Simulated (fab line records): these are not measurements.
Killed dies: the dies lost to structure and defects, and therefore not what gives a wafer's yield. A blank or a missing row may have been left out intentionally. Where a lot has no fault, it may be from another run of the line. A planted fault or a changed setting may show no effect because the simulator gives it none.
Which tool did it? ; flow gf180mcu ; Sampling: 12 lots, 35 wafers, 3 of 602 route steps

## WHAT THE GAUGES SHOWED, per wafer
GF_V1_THK_MEAS_03. Usual: V1_CVD_02_THK 852 nm, standard deviation 12.
lot;measured;on;V1_CVD_02_THK (nm);flag
L714;day 17 13:17;film_metro-04;849 869 854;
L715;day 17 21:47;film_metro-04;841 836 845;
L716;day 18 07:02;film_metro-02;858 842 843;
L717;day 18 18:46;film_metro-02;845 859 883;
L721;day 20 05:46;film_metro-03;840 833 846;
L722;day 20 20:56;film_metro-04;836 833 856;
L725;day 21 15:14;film_metro-02;844 857;
L729;day 23 03:37;film_metro-03;834 832 835;
L733;day 24 10:19;film_metro-04;844 856 844;
L732;day 24 10:58;film_metro-03;856 880 862;
L734;day 24 23:15;film_metro-04;850 866 856;
L735;day 25 00:03;film_metro-03;832 855 837;

## WHICH TOOL RAN EACH LOT (tool, then ch and the chambers of the sampled wafers, then the start)
lot;GF_CONTACT_SPUTTER_22;GF_CONTACT_SPUTTER_23
L714;pvd_sputter-01, day 16 12:02;pvd_sputter-01, day 16 12:06
L715;pvd_sputter-03, day 16 21:20;pvd_sputter-03, day 16 21:23
L716;pvd_sputter-02, day 17 05:40;pvd_sputter-02, day 17 05:44
L717;pvd_sputter-01, day 17 17:06;pvd_sputter-01, day 17 17:10
L721;pvd_sputter-03, day 19 03:32;pvd_sputter-03, day 19 03:36
L722;pvd_sputter-01, day 19 19:02;pvd_sputter-01, day 19 19:05
L725;pvd_sputter-01, day 20 13:20;pvd_sputter-01, day 20 13:23
L729;pvd_sputter-03, day 22 02:57;pvd_sputter-03, day 22 03:01
L733;pvd_sputter-02, day 23 09:37;pvd_sputter-02, day 23 09:41
L732;pvd_sputter-01, day 23 10:19;pvd_sputter-01, day 23 10:23
L734;pvd_sputter-01, day 23 23:29;pvd_sputter-01, day 23 23:32
L735;pvd_sputter-02, day 24 00:08;pvd_sputter-02, day 24 00:12
- GF_CONTACT_SPUTTER_22: material Ti, target thk 15 nm, time 80.02 s.
- GF_CONTACT_SPUTTER_23: material TiN, target thk 10 nm, time 40 s.

## AS READ BY THE TOOLS THEMSELVES (means over the sampled wafers that have a number; for cases with no such wafer, the mark the record gives instead)
GF_CONTACT_SPUTTER_22. Usual: cathode_dc_power_W 2500.1 W, standard deviation 0.46; chamber_pressure_pa 4.999 Pa, standard deviation 0.0099; throttle_valve_pct 30.0 %, standard deviation 1.1.
lot;tool;cathode_dc_power_W (W);chamber_pressure_pa (Pa);throttle_valve_pct (%);flag
L714;pvd_sputter-01;2499.9;4.990;29.0;
L715;pvd_sputter-03;2500.2;5.003;29.9;
L716;pvd_sputter-02;2500.4;5.000;29.7;
L717;pvd_sputter-01;2500.0;5.006;29.2;
L721;pvd_sputter-03;2500.3;5.003;29.9;
L722;pvd_sputter-01;2500.2;4.999;28.8;
L725;pvd_sputter-01;2500.6;5.017;29.0;
L729;pvd_sputter-03;2499.6;4.991;31.1;
L733;pvd_sputter-02;2499.9;4.988;30.1;
L732;pvd_sputter-01;2499.3;5.000;29.4;
L734;pvd_sputter-01;2500.6;5.001;29.8;
L735;pvd_sputter-02;2500.0;4.984;30.9;

GF_CONTACT_SPUTTER_23. Usual: cathode_dc_power_W 4121.0 W, standard deviation 0.83; chamber_pressure_pa 5.002 Pa, standard deviation 0.0099; throttle_valve_pct 30.0 %, standard deviation 1.1.
lot;tool;cathode_dc_power_W (W);chamber_pressure_pa (Pa);throttle_valve_pct (%);flag
L714;pvd_sputter-01;4121.2;5.003;29.0;
L715;pvd_sputter-03;4120.1;4.994;30.0;
L716;pvd_sputter-02;4120.8;5.007;29.7;
L717;pvd_sputter-01;4121.0;4.997;29.3;
L721;pvd_sputter-03;4119.8;5.009;29.9;
L722;pvd_sputter-01;4121.1;5.007;28.9;
L725;pvd_sputter-01;4122.2;5.011;29.0;
L729;pvd_sputter-03;4121.3;4.992;31.2;
L733;pvd_sputter-02;4120.7;4.993;30.2;
L732;pvd_sputter-01;4122.5;4.999;29.3;
L734;pvd_sputter-01;4120.8;5.011;29.6;
L735;pvd_sputter-02;4121.3;4.988;30.7;

## THE ANSWER, worked out from the rows above alone
Rule: a lot is off if the mean of its wafers that have a number lies more than 3 standard deviations from the usual mean. Also off: a lot with no number at a reading for which 4 or more lots have one. Where the step has rows for the other lots, those lots are counted as sound. First the gauges in route order, then the tools' own readings, where a lot's mean is used as printed above. The first step at which some lot is off is used, and at that step the reading that is off furthest; a lot without a number counts as furthest.
Across all readings shown, no lot is off: no conclusion can be drawn from this.

## WHAT THE SIMULATOR HAD INSERTED
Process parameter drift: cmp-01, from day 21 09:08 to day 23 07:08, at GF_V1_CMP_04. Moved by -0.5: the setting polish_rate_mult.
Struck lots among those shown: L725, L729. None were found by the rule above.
